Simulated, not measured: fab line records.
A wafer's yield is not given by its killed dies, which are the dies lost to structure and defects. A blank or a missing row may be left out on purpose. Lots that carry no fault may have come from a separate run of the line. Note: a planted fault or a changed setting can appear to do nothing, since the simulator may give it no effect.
Chamber matching -- flow sky130 -- wet-bench-03 running SKY_LOCAL_INTERCONNECT_STRIP_16: 3 sister chambers
The step strips in post etch residue remover, time 1200 s. 16 wafers are shown with their chamber, then 8 later ones without.

## WAFERS WITH THEIR CHAMBER
wafer,chamber,bath-heat-duty-pct (%)
L104.1,0,16.1
L104.2,0,16.1
L104.4,0,15.7
L105.1,0,15.0
L105.2,0,16.1
L105.5,0,15.8
L108.4,2,15.0
L108.5,2,14.3
L108.6,2,14.7
L109.1,3,13.3
L109.3,3,15.3
L109.4,3,14.5
L111.1,2,14.3
L111.5,2,13.6
L111.6,2,14.7
L115.2,2,16.1

SIGNATURES (means of the wafers above)
reading,chamber 0,chamber 2,chamber 3,scatter within a chamber
bath-heat-duty-pct,15.800,14.671,14.367,0.708
Rule: distance of a wafer from a chamber = root of the sum over the readings of ((wafer's reading minus chamber's mean) / reading's scatter) squared. If the next closest chamber is less than 2 further off than the closest, the wafer can't be placed; otherwise it belongs to the closest. The scatter is the square root of a quotient: the sum, over the shown wafers, of each reading's squared deviation from its chamber's mean, divided by wafers minus chambers.

## WAFERS WHOSE CHAMBER IS MISSING
wafer,bath-heat-duty-pct (%)
L115.3,14.7
L115.5,14.5
L116.1,14.2
L116.3,16.0
L116.5,16.0
L119.1,14.5
L119.4,14.6
L119.5,13.4

## WHICH CHAMBER EACH ONE RAN IN
wafer,from the rows above,in truth
L115.3,can't be placed: 2 or 3 or 0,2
L115.5,can't be placed: 3 or 2 or 0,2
L116.1,can't be placed: 3 or 2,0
L116.3,can't be placed: 0 or 2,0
L116.5,can't be placed: 0 or 2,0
L119.1,can't be placed: 3 or 2 or 0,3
L119.4,can't be placed: 2 or 3 or 0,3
L119.5,can't be placed: 3 or 2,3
Placed correctly: 0 of 8. Unplaceable from these rows: 8, with the true chamber sitting among the candidates in 7. Wrongly placed: 0.
